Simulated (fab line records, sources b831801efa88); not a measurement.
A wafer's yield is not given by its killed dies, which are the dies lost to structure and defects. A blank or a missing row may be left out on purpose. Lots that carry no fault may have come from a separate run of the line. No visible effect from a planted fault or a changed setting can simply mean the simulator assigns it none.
Which of the tools did it? :: flow gf180mcu :: 15 lots, 45 wafers sampled, at 2 steps of a route of 602

WHAT THE GAUGES SHOWED, per wafer
GF_V2_OVL_MEAS_15.
lot: L480
measured: day 21 00:10
on: overlay-02
V2_OVL (nm): -1 -2 -7

lot: L481
measured: day 21 04:49
on: overlay-01
V2_OVL (nm): -10 -7 -5

lot: L483
measured: day 22 03:24
on: overlay-02
V2_OVL (nm): 3 1 5

lot: L484
measured: day 22 06:51
on: overlay-02
V2_OVL (nm): -10 -4 -1

lot: L485
measured: day 23 04:56
on: overlay-01
V2_OVL (nm): -5 -11 -3

lot: L486
measured: day 23 05:30
on: overlay-02
V2_OVL (nm): -8 -13 -8

lot: L487
measured: day 23 11:33
on: overlay-02
V2_OVL (nm): -5 -5 -16

lot: L490
measured: day 24 17:45
on: overlay-01
V2_OVL (nm): -8 -6 -1

lot: L494
measured: day 25 22:52
on: overlay-02
V2_OVL (nm): 0 3 -6

lot: L495
measured: day 26 08:15
on: overlay-01
V2_OVL (nm): -1 -4 -1

lot: L497
measured: day 26 19:40
on: overlay-02
V2_OVL (nm): - - -

lot: L498
measured: day 27 00:45
on: overlay-02
V2_OVL (nm): - - -

lot: L499
measured: day 27 10:40
on: overlay-02
V2_OVL (nm): - - -

lot: L500
measured: day 27 19:06
on: overlay-01
V2_OVL (nm): -5 -3 -5

lot: L501
measured: day 28 01:15
on: overlay-01
V2_OVL (nm): 0 -2 1

WHICH TOOL RAN EACH LOT (tool, then ch and the chambers of the sampled wafers, then the start)
lot: L480
GF_V2_EXPOSE_11: krf scanner-02 ch 0, day 20 12:15

lot: L481
GF_V2_EXPOSE_11: krf scanner-01 ch 0, day 20 16:30

lot: L483
GF_V2_EXPOSE_11: krf scanner-01 ch 0, day 21 15:14

lot: L484
GF_V2_EXPOSE_11: krf scanner-02 ch 0, day 21 19:15

lot: L485
GF_V2_EXPOSE_11: krf scanner-02 ch 0, day 22 16:41

lot: L486
GF_V2_EXPOSE_11: krf scanner-01 ch 0, day 22 17:32

lot: L487
GF_V2_EXPOSE_11: krf scanner-02 ch 0, day 22 23:49

lot: L490
GF_V2_EXPOSE_11: krf scanner-02 ch 0, day 24 07:01

lot: L494
GF_V2_EXPOSE_11: krf scanner-02 ch 0, day 25 12:10

lot: L495
GF_V2_EXPOSE_11: krf scanner-01 ch 0, day 25 21:37

lot: L497
GF_V2_EXPOSE_11: krf scanner-02, day 26 09:31

lot: L498
GF_V2_EXPOSE_11: krf scanner-02, day 26 14:37

lot: L499
GF_V2_EXPOSE_11: krf scanner-01, day 27 01:04

lot: L500
GF_V2_EXPOSE_11: krf scanner-02 ch 0, day 27 08:43

lot: L501
GF_V2_EXPOSE_11: krf scanner-02 ch 0, day 27 15:29
- GF_V2_EXPOSE_11: exposes mask Via2, target cd 260 nm.

AS READ BY THE TOOLS THEMSELVES (means over the sampled wafers that have a number; for cases with no such wafer, the mark the record gives instead)
GF_V2_EXPOSE_11.
lot: L480
tool: krf scanner-02
exposure dose mJ cm2: 38.07
focus offset nm (nm): -0.8

lot: L481
tool: krf scanner-01
exposure dose mJ cm2: 38.13
focus offset nm (nm): -0.2

lot: L483
tool: krf scanner-01
exposure dose mJ cm2: 38.20
focus offset nm (nm): -0.0

lot: L484
tool: krf scanner-02
exposure dose mJ cm2: 38.08
focus offset nm (nm): 0.3

lot: L485
tool: krf scanner-02
exposure dose mJ cm2: 38.17
focus offset nm (nm): -0.3

lot: L486
tool: krf scanner-01
exposure dose mJ cm2: 38.12
focus offset nm (nm): -0.2

lot: L487
tool: krf scanner-02
exposure dose mJ cm2: 38.09
focus offset nm (nm): -0.1

lot: L490
tool: krf scanner-02
exposure dose mJ cm2: 38.13
focus offset nm (nm): 0.1

lot: L494
tool: krf scanner-02
exposure dose mJ cm2: 38.12
focus offset nm (nm): 1.0

lot: L495
tool: krf scanner-01
exposure dose mJ cm2: 38.12
focus offset nm (nm): -0.3

lot: L497
tool: krf scanner-02
exposure dose mJ cm2: -
focus offset nm (nm): -

lot: L498
tool: krf scanner-02
exposure dose mJ cm2: -
focus offset nm (nm): -

lot: L499
tool: krf scanner-01
exposure dose mJ cm2: -
focus offset nm (nm): -

lot: L500
tool: krf scanner-02
exposure dose mJ cm2: 38.08
focus offset nm (nm): 0.6

lot: L501
tool: krf scanner-02
exposure dose mJ cm2: 38.21
focus offset nm (nm): -0.7

THE ANSWER, worked out from the rows above alone
Rule: what is usual is taken from the lots themselves. Put in order of their means at a reading, lots are off if they are a third of the lots or fewer, leave a main group of 4 or more, and stand apart from it by a gap of 3 or more times the standard deviation of the main group's means; of several such gaps the widest counts. Not used: any main group whose means are identical at the precision the tables above print for the reading. Also off: a lot with no number at a reading for which 4 or more lots have one. Any other lot the step has rows for is counted as sound. After the gauges, taken in route order, come the tools' own readings; for these a lot's mean is taken, as printed above. The first step at which some lot is off is used, and at that step the reading that is off furthest; a lot without a number counts as furthest.
Off: at GF_V2_OVL_MEAS_15 (V2_OVL), L497, L498, L499. Without a number there: L497, L498, L499. The main group has a mean of -4 nm with a standard deviation of 3.5.
If a tool, at a process step before that reading, ran all the lots that are off and no sound lot after the first of them, it fits. The gauges at GF_V2_OVL_MEAS_15 aren't tried: what is off there is off at GF_V2_EXPOSE_11 too, on other tools, and a gauge's error can't cause that. None of those tried fits.

WHAT HAD BEEN PUT IN BY THE SIMULATOR
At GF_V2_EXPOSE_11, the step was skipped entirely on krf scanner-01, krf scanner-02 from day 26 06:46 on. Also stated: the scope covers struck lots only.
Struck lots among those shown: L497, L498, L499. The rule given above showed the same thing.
